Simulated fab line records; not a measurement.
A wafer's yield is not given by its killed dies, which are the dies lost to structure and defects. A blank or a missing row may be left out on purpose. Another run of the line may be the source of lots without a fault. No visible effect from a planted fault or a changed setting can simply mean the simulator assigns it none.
Which of the tools did it? | flow gf180mcu | Sampling: 13 lots, 39 wafers, 6 of 602 route steps

WHAT EACH GAUGE READ, for each wafer
GF_MVSD_TW_MEAS_11.
lot  | measured     | on            | MVSD_TW
L246 | day 4 10:53  | film metro-03 | 1574 1580 1567
L247 | day 4 16:30  | film metro-01 | 1567 1561 1564
L249 | day 5 05:34  | film metro-01 | 1564 1561 1560
L250 | day 5 08:38  | film metro-04 | 1614 1614 1625
L251 | day 5 14:42  | film metro-03 | 1587 1589 1580
L252 | day 5 20:45  | film metro-01 | 1559 1553 1558
L253 | day 6 02:23  | film metro-01 | 1557 1561 1558
L254 | day 6 08:29  | film metro-04 | 1617 1612 1619
L256 | day 6 20:24  | film metro-01 | 1553 1552 1548
L257 | day 7 02:08  | film metro-01 | 1554 1556 1574
L260 | day 7 21:14  | film metro-03 | 39 38 39
L262 | day 8 09:59  | film metro-04 | 1630 1621 1622
L269 | day 10 01:28 | film metro-01 | 1544 1561 1569

GF_VT_IMPLANT_TW_MEAS_10.
lot  | measured     | on            | VT_IMPLANT_TW
L246 | day 5 14:55  | film metro-03 | 561 563 566
L247 | day 5 21:12  | film metro-02 | 561 559 561
L249 | day 6 10:49  | film metro-03 | 565 564 565
L250 | day 6 13:53  | film metro-02 | 556 558 555
L251 | day 6 20:28  | film metro-02 | 554 557 554
L252 | day 7 02:50  | film metro-03 | 564 563 563
L253 | day 7 08:40  | film metro-02 | 561 562 559
L254 | day 7 14:50  | film metro-02 | 560 563 556
L256 | day 8 04:29  | film metro-02 | 564 563 561
L257 | day 8 09:53  | film metro-01 | 551 550 550
L260 | day 9 06:43  | film metro-03 | 568 564 563
L262 | day 9 20:40  | film metro-03 | 564 567 569
L269 | day 11 14:34 | film metro-02 | 561 561 560

TOOL THAT RAN EACH LOT (tool first, then ch and the chambers of the sampled wafers, then the start)
lot  | GF_STI_ETCH_14                  | GF_DNWELL_STRIP_08                  | GF_LVPWELL_STRIP_10                 | GF_MVSD_STRIP_10
L246 | rie si-01 ch 0,1,3, day 2 01:03 | plasma asher-01 ch 0,1, day 2 18:12 | plasma asher-03 ch 0,1, day 3 21:05 | plasma asher-02 ch 1, day 4 10:47
L247 | rie si-02 ch 0,1,2, day 2 06:23 | plasma asher-01 ch 0,1, day 2 23:05 | plasma asher-02 ch 0,1, day 4 02:34 | plasma asher-01 ch 0,1, day 4 16:25
L249 | rie si-02 ch 0,3, day 2 18:24   | plasma asher-02 ch 0,1, day 3 11:55 | plasma asher-02 ch 0,1, day 4 15:53 | plasma asher-02 ch 0,1, day 5 05:28
L250 | rie si-01 ch 0,1, day 2 22:08   | plasma asher-01 ch 0, day 3 15:15   | plasma asher-02 ch 0,1, day 4 18:56 | plasma asher-04 ch 0,1, day 5 08:32
L251 | rie si-01 ch 0,1,2, day 3 03:03 | plasma asher-02 ch 0,1, day 3 20:30 | plasma asher-03 ch 1, day 5 00:17   | plasma asher-02 ch 0,1, day 5 14:35
L252 | rie si-02 ch 0,1,3, day 3 07:56 | plasma asher-02 ch 0,1, day 4 01:56 | plasma asher-04 ch 0,1, day 5 05:41 | plasma asher-04 ch 0,1, day 5 20:40
L253 | rie si-01 ch 1,2,3, day 3 13:24 | plasma asher-03 ch 0,1, day 4 07:24 | plasma asher-04 ch 0,1, day 5 11:26 | plasma asher-04 ch 0,1, day 6 02:16
L254 | rie si-02 ch 0,1,2, day 3 19:23 | plasma asher-03 ch 0,1, day 4 13:07 | plasma asher-04 ch 0,1, day 5 17:49 | plasma asher-04 ch 0,1, day 6 08:23
L256 | rie si-01 ch 0,3, day 4 05:26   | plasma asher-02 ch 0,1, day 5 00:08 | plasma asher-04 ch 0,1, day 6 05:02 | plasma asher-04 ch 0,1, day 6 20:19
L257 | rie si-02 ch 0,1,2, day 4 11:02 | plasma asher-03 ch 0, day 5 05:07   | plasma asher-02 ch 0,1, day 6 10:35 | plasma asher-04 ch 0,1, day 7 02:02
L260 | rie si-02 ch 1,2,3, day 5 01:12 | plasma asher-01 ch 0, day 5 23:14   | plasma asher-03 ch 0,1, day 7 05:05 | plasma asher-04 ch 0,1, day 7 21:08
L262 | rie si-02 ch 0,2, day 5 13:41   | plasma asher-03 ch 0,1, day 6 10:03 | plasma asher-04 ch 0,1, day 7 17:35 | plasma asher-04 ch 0,1, day 8 09:53
L269 | rie si-02 ch 2,3, day 7 01:29   | plasma asher-02 ch 0,1, day 7 22:05 | plasma asher-02 ch 0,1, day 9 07:29 | plasma asher-02 ch 0,1, day 10 01:22
- GF_STI_ETCH_14: etches Si in HBr/Cl2/O2, target depth 360 nm, time 102.9 s.
- GF_DNWELL_STRIP_08: strips in O2/N2.
- GF_LVPWELL_STRIP_10: strips in O2/N2.
- GF_MVSD_STRIP_10: strips in O2/N2.

AS READ BY THE TOOLS THEMSELVES (means over the sampled wafers that have a number; for cases with no such wafer, the mark the record gives instead)
GF_STI_ETCH_14.
lot  | tool      | bias w (W) | drypump motor current A (A) | oes product au (a.u.) | throttle valve pct (%)
L246 | rie si-01 | 150.2      | 5.6                         | 1.003                 | 25.647
L247 | rie si-02 | 150.3      | 5.5                         | 0.994                 | 25.656
L249 | rie si-02 | 149.6      | 6.1                         | 1.003                 | 25.654
L250 | rie si-01 | 149.4      | 5.5                         | 1.001                 | 25.660
L251 | rie si-01 | 150.2      | 5.6                         | 1.002                 | 25.665
L252 | rie si-02 | 150.0      | 5.9                         | 0.991                 | 25.661
L253 | rie si-01 | 150.4      | 5.6                         | 1.003                 | 25.656
L254 | rie si-02 | 150.1      | 5.5                         | 0.994                 | 25.660
L256 | rie si-01 | 149.9      | 5.6                         | 0.997                 | 25.646
L257 | rie si-02 | 149.7      | 5.5                         | 1.001                 | 25.648
L260 | rie si-02 | 150.1      | 5.8                         | 0.999                 | 25.662
L262 | rie si-02 | 150.0      | 5.4                         | 0.995                 | 25.671
L269 | rie si-02 | 150.0      | 6.0                         | 1.011                 | 25.653

GF_DNWELL_STRIP_08.
lot  | tool            | drypump motor current A (A) | heater power w (W) | oes product au (a.u.) | strip time to endpoint s (s)
L246 | plasma asher-01 | 6.2                         | 356                | 0.731                 | 37.04
L247 | plasma asher-01 | 6.2                         | 364                | 0.722                 | 36.93
L249 | plasma asher-02 | 5.7                         | 333                | 0.721                 | 37.09
L250 | plasma asher-01 | 5.3                         | 326                | 0.719                 | 36.99
L251 | plasma asher-02 | 5.7                         | 334                | 0.724                 | 37.20
L252 | plasma asher-02 | 5.5                         | 330                | 0.721                 | 37.10
L253 | plasma asher-03 | 5.2                         | 330                | 0.722                 | 37.01
L254 | plasma asher-03 | 5.7                         | 359                | 0.721                 | 37.04
L256 | plasma asher-02 | 5.7                         | 333                | 0.717                 | 36.91
L257 | plasma asher-03 | 6.1                         | 385                | 0.721                 | 36.82
L260 | plasma asher-01 | 5.3                         | 324                | 0.717                 | 37.18
L262 | plasma asher-03 | 5.2                         | 324                | 0.723                 | 37.01
L269 | plasma asher-02 | 5.4                         | 328                | 0.724                 | 36.87

GF_LVPWELL_STRIP_10.
lot  | tool            | drypump motor current A (A) | heater power w (W) | oes product au (a.u.) | strip time to endpoint s (s)
L246 | plasma asher-03 | 5.2                         | 329                | 0.725                 | 36.94
L247 | plasma asher-02 | 5.5                         | 334                | 0.724                 | 37.03
L249 | plasma asher-02 | 5.4                         | 330                | 0.725                 | 36.94
L250 | plasma asher-02 | 5.4                         | 333                | 0.727                 | 36.94
L251 | plasma asher-03 | 4.8                         | 311                | 0.720                 | 36.92
L252 | plasma asher-04 | 6.0                         | 324                | 0.725                 | 36.89
L253 | plasma asher-04 | 6.0                         | 335                | 0.718                 | 36.99
L254 | plasma asher-04 | 6.0                         | 331                | 0.722                 | 36.94
L256 | plasma asher-04 | 6.0                         | 332                | 0.722                 | 37.04
L257 | plasma asher-02 | 5.5                         | 332                | 0.725                 | 37.00
L260 | plasma asher-03 | 5.7                         | 346                | 0.947                 | -
L262 | plasma asher-04 | 6.0                         | 329                | 0.719                 | 37.00
L269 | plasma asher-02 | 5.7                         | 333                | 0.720                 | 36.89

GF_MVSD_STRIP_10.
lot  | tool            | drypump motor current A (A) | heater power w (W) | oes product au (a.u.) | strip time to endpoint s (s)
L246 | plasma asher-02 | 5.2                         | 322                | 0.720                 | 36.91
L247 | plasma asher-01 | 5.7                         | 346                | 0.721                 | 37.07
L249 | plasma asher-02 | 5.4                         | 329                | 0.722                 | 36.82
L250 | plasma asher-04 | 6.0                         | 330                | 0.721                 | 36.90
L251 | plasma asher-02 | 5.4                         | 332                | 0.723                 | 36.96
L252 | plasma asher-04 | 6.0                         | 336                | 0.721                 | 36.95
L253 | plasma asher-04 | 6.0                         | 339                | 0.723                 | 36.88
L254 | plasma asher-04 | 6.0                         | 330                | 0.727                 | 36.84
L256 | plasma asher-04 | 6.1                         | 336                | 0.719                 | 36.92
L257 | plasma asher-04 | 6.0                         | 331                | 0.725                 | 36.85
L260 | plasma asher-04 | 6.0                         | 338                | 0.724                 | 53.48
L262 | plasma asher-04 | 6.0                         | 338                | 0.728                 | 36.88
L269 | plasma asher-02 | 5.7                         | 339                | 0.721                 | 37.07

THE ANSWER, worked out from the rows above alone
Rule: what is usual is taken from the lots themselves. Put in order of their means at a reading, lots are off if they are a third of the lots or fewer, leave a main group of 4 or more, and stand apart from it by a gap of 3 or more times the standard deviation of the main group's means; of several such gaps the widest counts. If all means in a main group match to the digits the tables above print for the reading, that group is not used. Also off: a lot with no number at a reading for which 4 or more lots have one. The other lots that the step has rows for count as sound. Order of review: gauges by route order, followed by the tools' own readings, for which a lot's mean as printed above is used. The first step at which some lot is off is used, and at that step the reading that is off furthest; a lot without a number counts as furthest.
Off: L260, at GF_MVSD_TW_MEAS_11 (MVSD_TW). The main group: mean 1577, standard deviation 26.
If a tool, at a process step before that reading, ran all the lots that are off and no sound lot after the first of them, it fits. The gauges at GF_MVSD_TW_MEAS_11 aren't tried: what is off there is off at GF_STI_ETCH_14 too, on other tools, and a gauge's error can't cause that. 2 tools fit, plasma asher-01 at GF_DNWELL_STRIP_08 and plasma asher-03 at GF_LVPWELL_STRIP_10, so this cannot tell which one it is.

WHAT THE SIMULATOR HAD INSERTED
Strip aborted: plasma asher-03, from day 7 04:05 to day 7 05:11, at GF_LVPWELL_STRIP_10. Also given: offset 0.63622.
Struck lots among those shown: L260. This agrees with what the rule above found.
